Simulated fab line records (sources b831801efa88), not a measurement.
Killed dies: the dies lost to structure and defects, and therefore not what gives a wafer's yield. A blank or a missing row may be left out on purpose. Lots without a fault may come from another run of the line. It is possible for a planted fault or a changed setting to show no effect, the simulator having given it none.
fab line records | flow sky130
[record] lots = 15 wafers = 42 last_day = 50
route steps=708 shown FIELD_ISO@14 VT_ADJUST_HVTP@88 VT_ADJUST_LVTN@107
lots that met no fault: taken from a fault-free run of the same line
start_h: start of the lot's first displayed wafer, in hours after the record's first day | wait_h: how many hours have passed since the lot's step before this one | " the same as in the row above | L1.1+2: one row covering several wafers at once | - no value, or no start given | * or withheld: withheld | < > ~ a bound
route shown NAME@n: a module of which the file shows steps, and the number in the route of the first | usual: mean/standard deviation of fault-free wafers | same: alike in all rows | chamber/n: place in a boat | sites: the reading at each site | _std_site: standard deviation of those values | _edge_site: mean of outer sites minus mean of inner sites | radius_mm: for every site, how far away it sits from the centre of the wafer | mask NAME#n: copy n | behind: the last tool/chamber to shape the wafer | hold: why the lot went on hold/how many hours it stayed there/how the hold came to an end | device: names the non-switching transistor (n, p or np) | end of line: the route-end tests of the same wafers | where a step has no rows: the recipe by itself | killed: not the wafer's yield, but the dies lost to structure and defects at the first sort | map: a wafer's dies, x killed, . not, _ none there
set.NAME: setting as actually run; set.NAME@STEP: the setting as run at that earlier step | model.NAME: the simulator's own value behind a step, which no gauge read
a sample of lots followed through the steps of the route, with each step as a table and each wafer as a row
services: the hour from which a tool's chamber was out of use, counted from the record's first day as start_h (under 0 if before that day), plus the number of hours and why
[[steps]]
[step SKY_FIELD_ISO_CD_MEAS_13]
[recipe] target_cd_nm = 150
[usual] cd_nm = 150.0/1.4
// columns lot.wafer tool chamber start_h wait_h cd_nm
L397.3 cd_sem-01 - 36.55 - 149.1
L397.5 " - " " 148.2
L397.6 " - " " 148.3
L399.2 cd_sem-02 - 43.93 - 150.7
L399.5 " - " " 149.5
L399.6 " - " " 150.5
L401.1 cd_sem-02 - 58.88 - 151.7
L401.2 " - " " 150.7
L401.3 " - " " 150.3
L402.2 cd_sem-01 - 59.02 - 152.7
L402.5 " - " " 151.0
L402.6 " - " " 151.0
L403.2 cd_sem-01 - 67.07 - 148.4
L403.3 " - " " 148.6
L403.4 " - " " 150.4
L404.1 cd_sem-02 - 72.86 - 147.8
L404.4 " - " " 148.8
L404.5 " - " " 149.0
L405.4 cd_sem-01 - 78.46 - 151.4
L405.5 " - " " 151.2
L405.6 " - " " 151.2
L407.3 cd_sem-02 - 87.85 - 149.0
L407.5 " - " " 148.7
L408.2 cd_sem-01 - 94.72 - 148.2
L408.5 " - " " 148.7
L409.4 cd_sem-01 - 97.12 - 150.7
L409.5 " - " " 149.8
L415.4 cd_sem-01 - 130.72 - 150.2
L415.5 " - " " 150.4
L415.6 " - " " 150.6
L416.3 cd_sem-01 - 134.92 - 152.0
L416.4 " - " " 151.9
L416.6 " - " " 151.3
L417.2 cd_sem-02 - 138.70 - 149.7
L417.4 " - " " 148.7
L417.6 " - " " 148.7
L418.1 cd_sem-01 - 143.11 - 148.0
L418.2 " - " " 148.1
L418.4 " - " " 148.9
L419.2 cd_sem-02 - 148.62 - 150.3
L419.3 " - " " 150.3
L419.4 " - " " 150.0
[step SKY_VT_ADJUST_HVTP_SOFTBAKE_03]
[recipe] temp_c = 90 time_s = 60 resist = NOVOLAK
[usual] run_length_s = 89.17/0.17
// columns lot.wafer tool chamber start_h wait_h run_length_s
L397.3 litho_track-02 0 132.40 0.1 89.32
L397.5 " 0 " " 89.55
L397.6 " 0 " " 89.36
L399.2 litho_track-04 0 133.01 0.1 89.05
L399.5 " 0 " " 89.00
L399.6 " 0 " " 89.01
L402.2 litho_track-01 0 157.09 0.1 89.01
L402.5 " 0 " " 88.99
L402.6 " 0 " " 88.93
L403.2 litho_track-01 0 158.04 0.1 89.01
L403.3 " 0 " " 89.01
L403.4 " 0 " " 89.16
L401.1 litho_track-02 0 159.00 0.1 89.25
L401.2 " 0 " " 89.19
L401.3 " 0 " " 89.19
L404.1 litho_track-04 0 164.58 0.1 89.10
L404.4 " 0 " " 88.99
L404.5 " 0 " " 89.21
L405.4 litho_track-02 0 169.92 0.1 89.24
L405.5 " 0 " " 89.29
L405.6 " 0 " " 89.47
L407.3 litho_track-02 0 183.75 0.1 99.65
L407.5 " 0 " " 99.65
L408.2 litho_track-02 0 192.07 0.1 89.54
L408.5 " 0 " " 99.79
L409.4 litho_track-02 0 198.42 0.1 89.24
L409.5 " 0 " " 99.63
L415.4 litho_track-04 0 232.60 0.1 89.19
L415.5 " 0 " " 89.18
L415.6 " 0 " " 89.13
L416.3 litho_track-01 0 237.21 0.1 89.18
L416.4 " 0 " " 89.16
L416.6 " 0 " " 88.99
L417.2 litho_track-01 0 242.29 0.1 88.99
L417.4 " 0 " " 89.01
L417.6 " 0 " " 88.95
L418.1 litho_track-04 0 246.43 0.1 89.04
L418.2 " 0 " " 89.12
L418.4 " 0 " " 88.98
L419.2 litho_track-04 0 253.55 0.1 88.98
L419.3 " 0 " " 88.99
L419.4 " 0 " " 89.09
[step SKY_VT_ADJUST_LVTN_TW_MEAS_10]
[usual] VT_ADJUST_LVTN_TW = 241.1/2.4
// columns lot.wafer tool chamber start_h wait_h VT_ADJUST_LVTN_TW
L397.3 film_metro-03 - 162.57 0.1 239.1
L397.5 " - " " 237.0
L397.6 " - " " 238.5
L399.2 film_metro-03 - 163.26 0.1 237.7
L399.5 " - " " 238.2
L399.6 " - " " 237.9
L402.2 film_metro-04 - 188.91 0.1 242.8
L402.5 " - " " 241.8
L402.6 " - " " 241.6
L403.2 film_metro-01 - 189.26 0.1 242.7
L403.3 " - " " 242.9
L403.4 " - " " 244.3
L401.1 film_metro-01 - 189.98 0.1 241.7
L401.2 " - " " 243.1
L401.3 " - " " 243.5
L404.1 film_metro-01 - 196.72 0.1 242.2
L404.4 " - " " 242.6
L404.5 " - " " 243.4
L405.4 film_metro-03 - 201.46 0.1 240.0
L405.5 " - " " 241.3
L405.6 " - " " 240.9
L407.3 film_metro-03 - 214.32 0.1 241.0
L407.5 " - " " 238.4
L408.2 film_metro-04 - 224.54 0.1 241.9
L408.5 " - " " 243.0
L409.4 film_metro-01 - 231.03 0.1 244.0
L409.5 " - " " 244.3
L415.4 film_metro-03 - 267.00 0.1 237.7
L415.5 " - " " 236.2
L415.6 " - " " 236.6
L416.3 film_metro-03 - 273.82 0.1 238.1
L416.4 " - " " 236.1
L416.6 " - " " 238.0
L417.2 film_metro-03 - 279.44 0.1 236.8
L417.4 " - " " 237.2
L417.6 " - " " 237.2
L418.1 film_metro-04 - 283.02 0.1 241.5
L418.2 " - " " 241.2
L418.4 " - " " 242.1
L419.2 film_metro-03 - 289.74 0.1 238.7
L419.3 " - " " 239.0
L419.4 " - " " 239.4
[step SKY_VT_ADJUST_LVTN_OVL_MEAS_18]
[usual] VT_ADJUST_LVTN_01_OVL = -0.3/1.4
// columns lot.wafer tool chamber start_h wait_h VT_ADJUST_LVTN_01_OVL[nm]
L397.3 overlay-02 - 182.64 0.1 -2.7
L397.5 " - " " -2.1
L397.6 " - " " -1.2
L399.2 overlay-02 - 184.07 0.1 -1.0
L399.5 " - " " 0.8
L399.6 " - " " 1.1
L402.2 overlay-01 - 209.69 0.1 -1.0
L402.5 " - " " -1.1
L402.6 " - " " -1.7
L403.2 overlay-02 - 209.99 0.1 -0.1
L403.3 " - " " -0.5
L403.4 " - " " 1.8
L401.1 overlay-02 - 211.16 0.1 -2.9
L401.2 " - " " -2.1
L401.3 " - " " -1.6
L404.1 overlay-02 - 217.63 0.1 -1.9
L404.4 " - " " -2.7
L404.5 " - " " -0.9
L405.4 overlay-02 - 222.92 0.1 -0.2
L405.5 " - " " -0.7
L405.6 " - " " -0.2
L407.3 overlay-01 - 237.06 0.1 -3.7
L407.5 " - " " -1.5
L408.2 overlay-01 - 247.44 0.1 -0.4
L408.5 " - " " 0.1
L409.4 overlay-01 - 253.75 0.1 3.1
L409.5 " - " " -0.1
L415.4 overlay-01 - 291.60 0.1 0.5
L415.5 " - " " 0.1
L415.6 " - " " 2.2
L416.3 overlay-02 - 298.94 0.1 0.2
L416.4 " - " " -0.5
L416.6 " - " " -1.0
L417.2 overlay-02 - 303.97 0.1 -0.8
L417.4 " - " " 1.0
L417.6 " - " " -1.5
L418.1 overlay-02 - 307.95 0.1 0.8
L418.2 " - " " -0.7
L418.4 " - " " -0.1
L419.2 overlay-02 - 315.30 0.1 1.2
L419.3 " - " " -0.2
L419.4 " - " " 0.9
[[services]]
// columns tool chamber start_h hours kind
litho_track-01 - 114.72 - consumable_replace:filter
[[key]]
[first_sign] step = SKY_VT_ADJUST_HVTP_SOFTBAKE_03 reading = run_length_s direction = up sigmas = 63 usual = * struck = *
effect none on later readings
met_at SKY_VT_ADJUST_HVTP_SOFTBAKE_03
struck_lots L407,L408,L409
struck_wafers L407.3,L407.5,L408.5,L409.5
sort_left_out L407.3,L407.5
tester_left_out L407,L408,L409
not_acting_at SKY_FIELD_ISO_CD_MEAS_13,SKY_VT_ADJUST_LVTN_TW_MEAS_10,SKY_VT_ADJUST_LVTN_OVL_MEAS_18
onset_between 169.92 183.75
[fault] kind = process_parameter_drift tool = litho_track-02 chamber = - onset_h = 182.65 steps = SKY_VT_ADJUST_HVTP_SOFTBAKE_03 channel = time_s offset = * shape = step end_h = 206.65 scope = struck_wafers_only acts_in = * stated = *
// tester_left_out: of these lots the tester's yield and bins aren't shown, on N5 and GAA mostly nor the transistor test; their killed dies are dies lost to structure and defects alone, not to doping, threshold or leakage, so they don't give the yield
// sort_left_out: the simulated sort isn't trusted on such a fault, so these wafers' sort isn't shown, and their yield isn't known
